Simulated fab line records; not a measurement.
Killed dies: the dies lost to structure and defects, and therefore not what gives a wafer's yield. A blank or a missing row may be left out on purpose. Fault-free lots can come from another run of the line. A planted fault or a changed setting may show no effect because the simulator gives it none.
Code-filled problem report in 8D (eight disciplines) form | flow sky130 | the parts of the form that need people (team, actions taken, sign-off) are left out

== 1. THE ISSUE ==
cdNm at SKY_LDD_P_CD_MEAS_07 reads a mean of 274.5 nm on 6 wafers of 2 lots; wafers without a fault read 379.8 nm with a standard deviation of 2.2. Measured from the usual mean, that is -48 standard deviations.
The step: target cd 380 nm.
Earliest sighting: wafer L223.1 on cdSem-02 at day 23 22:36. The record has a number at this step for 39 wafers belonging to 13 lots. The rule behind "out" and "out of limits": a value lying over 4 standard deviations away from the usual mean. All remaining wafers that have a number are taken as sound.

== 2. WHAT IT IS; WHAT IT IS NOT ==
question                    | is                     | is not
which readings at this step | cdNm                   | -
which lots                  | L223, L224             | L209, L210, L211, L212, L213, L214, L221, L227, L229, L231, L232
which wafers of those lots  | all that have a number | -
read on which gauges        | cdSem-02               | cdSem-01
when                        | from day 23 22:36      | up to then (21 sound wafers); but 12 sound wafers of L227, L229, L231, L232 came after

== 3. SUSPECTS, AND WHAT RULES EACH OUT ==
Counting: any tool at a process step up to the reading is kept as a suspect provided that every lot that is out went through it and no sound lot did after the first of them.
- the gauge at SKY_LDD_P_CD_MEAS_07: kept. All the wafers that are out were read on cdSem-02, and no step on other tools shows them out.
- lithoTrack-01 at SKY_LDD_P_DEVELOP_06 (develop time 60 s): kept. It ran every lot that is out, first L223 (day 23 22:25), and no sound lot after that; its last sound lot up to then is L211 (day 19 09:34).
What counting leaves: lithoTrack-01 at SKY_LDD_P_DEVELOP_06 and cdSem-02 at SKY_LDD_P_CD_MEAS_07.

== 4. THE CAUSE (what the simulator had put in) ==
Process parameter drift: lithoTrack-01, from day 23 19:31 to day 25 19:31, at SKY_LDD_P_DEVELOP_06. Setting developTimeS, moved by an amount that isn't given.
Of the 2 suspects that counting leaves, this tool is one.

== 5. SEQUENCE OF EFFECTS, ordered by route ==
Each row: a reading whose mean over the struck wafers that have a number lies more than 3 standard deviations from the usual. Only readings whose record carries a usual standard deviation are examined. hours: median over the lots of the time between each lot's start at the first step of this table that gives one and its start at this step. sigmas: the change, counted in usual standard deviations.
hours | step                 | reading | usual    | on struck wafers | change | sigmas
0     | SKY_LDD_P_CD_MEAS_07 | cdNm    | 379.8 nm | 274.5            | -105.3 | -48

== 6. HOW IT WOULD HAVE BEEN CAUGHT EARLIER ==
3 hours passed between the start of the fault at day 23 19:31 and the first reading out of limits at a measuring or inspecting step in this record, taken at day 23 22:36.
Of the lots that are out (2), L224 began SKY_LDD_P_DEVELOP_06 on lithoTrack-01 after day 23 22:36. Putting the tool on hold at that point would have spared it.
